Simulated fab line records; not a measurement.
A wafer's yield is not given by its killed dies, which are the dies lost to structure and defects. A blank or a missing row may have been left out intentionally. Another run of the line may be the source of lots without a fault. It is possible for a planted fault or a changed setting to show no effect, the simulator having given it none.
fab line records	flow sky130	part 2 of 2: steps 32 to 42 of 42
record lots=5	wafers=15	last-day=50
route steps=708 shown VT_ADJUST_HVTR@131 VT_ADJUST_PCH@143 SONOS_TUNNEL@154 SONOS_ONO@168
lots that met no fault: taken from a fault-free run of the same line
start-h: the number of hours between the record's first day and the start of the first shown wafer of the lot	wait-h: hours elapsed since this lot's preceding step	" unchanged from the row above	L1.1+2: one row covering several wafers at once	- no value, or no start was given	* or withheld: withheld	< > ~ a bound
route shown NAME@n: a module of which the file shows steps, and the number in the route of the first	usual: the fault-free wafers' mean and standard deviation	same: alike in all rows	chamber/n: place in a boat	sites: readings site by site	_std_site: their standard deviation	_edge_site: the outer-site mean with the inner-site mean subtracted	radius-mm: for every site, how far away it sits from the centre of the wafer	mask NAME#n: copy n	behind: the tool/chamber that last shaped the wafer	hold: reason for holding the lot/hours on hold/outcome of the hold	device: the n, p or np transistor that did not switch	end of line: tests run on the same wafers once the route is complete	step lacking rows: just its recipe	killed: count of dies lost to structure and defects at first sort (not the wafer's yield)	map: per-die view of a wafer (x killed, . not killed, _ where there is no die)
set.NAME: setting as actually run; set.NAME@STEP: the setting as run at that earlier step	model.NAME: the simulator's own value behind a step, which no gauge read
lots at some steps of the route; a table a step, a row a wafer
services: when a tool's chamber went out of use (start-h, in hours from the record's first day, below 0 if earlier), for how many hours, and the reason
## steps
# step SKY_SONOS_TUNNEL_OVL_MEAS_08
# usual SONOS_TUNNEL_OVL=0.3/1.4
lot.wafer	tool	chamber	start-h	wait-h	SONOS_TUNNEL_OVL[nm]
L080.1	overlay-01	-	298.34	0.1	1.6
L080.2	"	-	"	"	1.1
L080.6	"	-	"	"	2.5
L081.4	overlay-02	-	304.86	0.1	0.4
L081.5	"	-	"	"	-0.4
L081.6	"	-	"	"	-0.8
L090.1	overlay-02	-	372.75	0.1	2.9
L090.4	"	-	"	"	3.5
L090.6	"	-	"	"	2.2
L093.1	overlay-01	-	402.24	0.1	1.3
L093.5	"	-	"	"	0.6
L093.6	"	-	"	"	1.0
L097.2	overlay-01	-	431.84	0.1	1.3
L097.5	"	-	"	"	0.4
L097.6	"	-	"	"	1.6
# step SKY_SONOS_TUNNEL_IMPLANT_09
# recipe species=B	energy-kev=20.29	dose-cm2=1e+12	tilt-deg=withheld
# usual beam-energy-keV=20.291/0.0063
lot.wafer	tool	chamber	start-h	wait-h	beam-energy-keV
L080.1	implanter-04	0	298.37	0.0	20.277
L080.2	"	0	"	"	20.300
L080.6	"	0	"	"	20.294
L081.4	implanter-04	0	304.95	0.1	20.289
L081.5	"	0	"	"	20.294
L081.6	"	0	"	"	20.292
L090.1	implanter-04	0	372.79	0.0	20.289
L090.4	"	0	"	"	20.297
L090.6	"	0	"	"	20.295
L093.1	implanter-01	0	402.27	0.0	20.275
L093.5	"	0	"	"	20.291
L093.6	"	0	"	"	20.285
L097.2	implanter-04	0	431.90	0.0	20.288
L097.5	"	0	"	"	20.290
L097.6	"	0	"	"	20.299
# step SKY_SONOS_TUNNEL_WET_ETCH_10
# recipe chemistry=dHF	target-depth-nm=14	target=SiO2	dilution=100:1	temp-c=25	time-s=280
lot.wafer	tool	chamber	start-h	wait-h
L080.1+2+6	wet-bench-01	3	298.52	0.1
L081.4+5+6	wet-bench-04	3	305.02	0.1
L090.1+4+6	wet-bench-04	2	372.94	0.1
L093.1+5+6	wet-bench-03	1	402.42	0.1
L097.2+5+6	wet-bench-04	1	432.02	0.1
# step SKY_SONOS_TUNNEL_STRIP_11
# recipe chemistry=SPM	time-s=600	temp-c=130
lot.wafer	tool	chamber	start-h	wait-h
L080.1+2+6	wet-bench-03	3	298.73	0.0
L081.4+5+6	wet-bench-03	1	305.11	0.0
L090.1+4+6	wet-bench-03	1	373.03	0.0
L093.1+5+6	wet-bench-04	3	402.51	0.0
L097.2+5+6	wet-bench-03	3	432.11	0.0
# step SKY_SONOS_TUNNEL_TW_MEAS_12
# usual SONOS_TUNNEL_TW=197.5/0.85
lot.wafer	tool	chamber	start-h	wait-h	SONOS_TUNNEL_TW
L080.1	film-metro-03	-	298.92	0.0	196.4
L080.2	"	-	"	"	196.9
L080.6	"	-	"	"	197.0
L081.4	film-metro-03	-	305.31	0.0	198.5
L081.5	"	-	"	"	198.8
L081.6	"	-	"	"	197.4
L090.1	film-metro-03	-	373.41	0.0	197.4
L090.4	"	-	"	"	196.8
L090.6	"	-	"	"	197.4
L093.1	film-metro-04	-	402.68	0.0	197.0
L093.5	"	-	"	"	197.9
L093.6	"	-	"	"	197.2
L097.2	film-metro-03	-	432.29	0.0	197.0
L097.5	"	-	"	"	198.5
L097.6	"	-	"	"	199.1
# step SKY_SONOS_TUNNEL_CLEAN_13
# recipe chemistry=dHF	time-s=20	dilution=100:1	dry=ipa-marangoni
lot.wafer	tool	chamber	start-h	wait-h
L080.1+2+6	wet-bench-01	3	298.98	0.1
L081.4+5+6	wet-bench-04	2	305.34	0.0
L090.1+4+6	wet-bench-04	1	373.47	0.1
L093.1+5+6	wet-bench-01	1	402.74	0.1
L097.2+5+6	wet-bench-01	1	432.34	0.0
# step SKY_SONOS_ONO_OXIDATION_00
# recipe temp-c=800	ambient=O2	idle-temp-c=700	ramp-up-c-per-min=10	ramp-down-c-per-min=3	stabilise-s=600	purge-s=300	target-thk-a=26	ox-time-s=1249
# usual spike-tc-bottom-C=823.9/2.9	tube-center-temp-C=800/0.074	zone-power-upper-pct=15.2/1.3
lot.wafer	tool	chamber	start-h	wait-h	spike-tc-bottom-C	tube-center-temp-C	zone-power-upper-pct
L080.1	furnace-02	0	301.46	2.4	827.3	800.05	13.8
L080.2	"	0	"	"	826.8	799.98	13.6
L080.6	"	0	"	"	826.6	800.09	13.6
L081.4	furnace-02	0	306.99	1.6	826.5	800	13.9
L081.5	"	0	"	"	826.7	799.89	14.1
L081.6	"	0	"	"	826.6	799.94	14.0
L090.1	furnace-01	0	373.69	0.2	820.5	800.05	16.4
L090.4	"	0	"	"	821.1	800.04	16.3
L090.6	"	0	"	"	822.1	800.06	16.2
L093.1	furnace-01	0	403.44	0.7	821.8	800	16.5
L093.5	"	0	"	"	821.8	799.97	16.4
L093.6	"	0	"	"	821.0	800.14	16.3
L097.2	furnace-02	0	432.81	0.5	825.2	800	13.9
L097.5	"	0	"	"	827.0	799.97	13.7
L097.6	"	0	"	"	827.1	799.97	14.1
# step SKY_SONOS_ONO_THK_MEAS_01
# recipe reads=SiO2_of_SONOS_ONO_OXIDATION_00
# usual SONOS_ONO_OXIDATION_THK=2.57/0.05
lot.wafer	tool	chamber	start-h	wait-h	SONOS_ONO_OXIDATION_THK[nm]
L080.1	film-metro-04	-	302.81	0.0	2.51
L080.2	"	-	"	"	2.57
L080.6	"	-	"	"	2.55
L081.4	film-metro-04	-	308.37	0.0	2.67
L081.5	"	-	"	"	2.59
L081.6	"	-	"	"	2.57
L090.1	film-metro-02	-	375.04	0.0	2.59
L090.4	"	-	"	"	2.60
L090.6	"	-	"	"	2.56
L093.1	film-metro-01	-	404.78	0.0	2.54
L093.5	"	-	"	"	2.47
L093.6	"	-	"	"	2.53
L097.2	film-metro-04	-	434.17	0.0	2.64
L097.5	"	-	"	"	2.62
L097.6	"	-	"	"	2.61
# step SKY_SONOS_ONO_CVD_02
# recipe material=Si3N4	precursor=DCS/NH3	target-thk-nm=10.5	temp-c=770	time-s=180	pressure-mtorr=250
# usual spike-tc-bottom-C=786/4.1	zone-power-upper-pct=11.84/0.13
lot.wafer	tool	chamber	start-h	wait-h	spike-tc-bottom-C	zone-power-upper-pct
L080.1	lpcvd-02	0	302.87	0.1	780	11.52
L080.2	"	0	"	"	783	11.86
L080.6	"	0	"	"	781	11.55
L081.4	lpcvd-02	1	311.88	3.5	789	11.99
L081.5	"	1	"	"	789	11.81
L081.6	"	1	"	"	790	11.76
L090.1	lpcvd-02	1	375.10	0.1	790	12.01
L090.4	"	1	"	"	791	11.73
L090.6	"	1	"	"	789	11.98
L093.1	lpcvd-02	0	405.84	1.0	781	11.67
L093.5	"	0	"	"	782	11.63
L093.6	"	0	"	"	780	11.75
L097.2	lpcvd-02	1	434.66	0.5	789	11.99
L097.5	"	1	"	"	791	11.93
L097.6	"	1	"	"	788	11.92
# step SKY_SONOS_ONO_THK_MEAS_03
# recipe reads=Si3N4_of_SONOS_ONO_CVD_02
# usual SONOS_ONO_CVD_02_THK=10.52/0.12
lot.wafer	tool	chamber	start-h	wait-h	SONOS_ONO_CVD_02_THK[nm]
L080.1	film-metro-04	-	303.92	0.0	10.26
L080.2	"	-	"	"	10.42
L080.6	"	-	"	"	10.36
L081.4	film-metro-01	-	312.96	0.0	10.41
L081.5	"	-	"	"	10.56
L081.6	"	-	"	"	10.36
L090.1	film-metro-04	-	376.15	0.0	10.39
L090.4	"	-	"	"	10.58
L090.6	"	-	"	"	10.52
L093.1	film-metro-04	-	406.89	0.0	10.71
L093.5	"	-	"	"	10.71
L093.6	"	-	"	"	10.71
L097.2	film-metro-02	-	435.72	0.0	10.50
L097.5	"	-	"	"	10.38
L097.6	"	-	"	"	10.49
# step SKY_SONOS_ONO_CVD_04
# recipe material=SiO2	precursor=SiH4/N2O	target-thk-nm=5.7199	temp-c=900	pressure-mtorr=400
# usual spike-tc-bottom-C=917.6/0.96	zone-power-upper-pct=20.3/0.36
lot.wafer	tool	chamber	start-h	wait-h	spike-tc-bottom-C	zone-power-upper-pct
L080.1	lpcvd-03	1	303.98	0.1	917.7	20.7
L080.2	"	1	"	"	917.9	20.9
L080.6	"	1	"	"	916.5	20.6
L081.4	lpcvd-03	0	312.99	0.0	918.2	20.2
L081.5	"	0	"	"	917.9	19.8
L081.6	"	0	"	"	917.9	20.1
L090.1	lpcvd-03	1	376.21	0.1	917.6	20.3
L090.4	"	1	"	"	917.4	20.8
L090.6	"	1	"	"	916.9	20.5
L093.1	lpcvd-03	0	406.95	0.1	918.8	20.0
L093.5	"	0	"	"	918.4	19.9
L093.6	"	0	"	"	917.5	20.1
L097.2	lpcvd-03	1	435.77	0.0	917.6	20.6
L097.5	"	1	"	"	918.6	20.6
L097.6	"	1	"	"	916.4	20.5
## services
tool	chamber	start-h	hours	kind
iline-stepper-02	-	245.97	1.7	pm
furnace-01	-	248.96	3.0	pm
implanter-04	-	253.60	2.3	pm
implanter-04	-	270.80	3.9	repair
plasma-asher-01	-	272.70	4.0	repair
lpcvd-02	-	280.16	1.0	repair
plasma-asher-03	-	281.48	10.5	repair
furnace-01	-	285.14	4.1	pm
wet-bench-01	-	285.69	0.8	repair
furnace-02	-	295.47	3.6	pm
plasma-asher-02	-	296.30	1.1	repair
implanter-01	-	316.38	4.9	pm
implanter-01	-	321.59	5.8	pm
furnace-01	-	324.63	4.1	pm
implanter-02	-	325.29	1.7	repair
furnace-02	-	329.69	3.7	pm
implanter-01	-	340.32	1.9	repair
implanter-04	-	354.77	9.3	repair
implanter-03	-	360.27	1.9	repair
implanter-03	-	387.24	5.3	repair
iline-stepper-01	-	410.79	1.7	pm
implanter-03	-	412.92	0.9	repair
plasma-asher-04	-	421.25	9.0	pm
lpcvd-02	-	423.83	2.8	pm
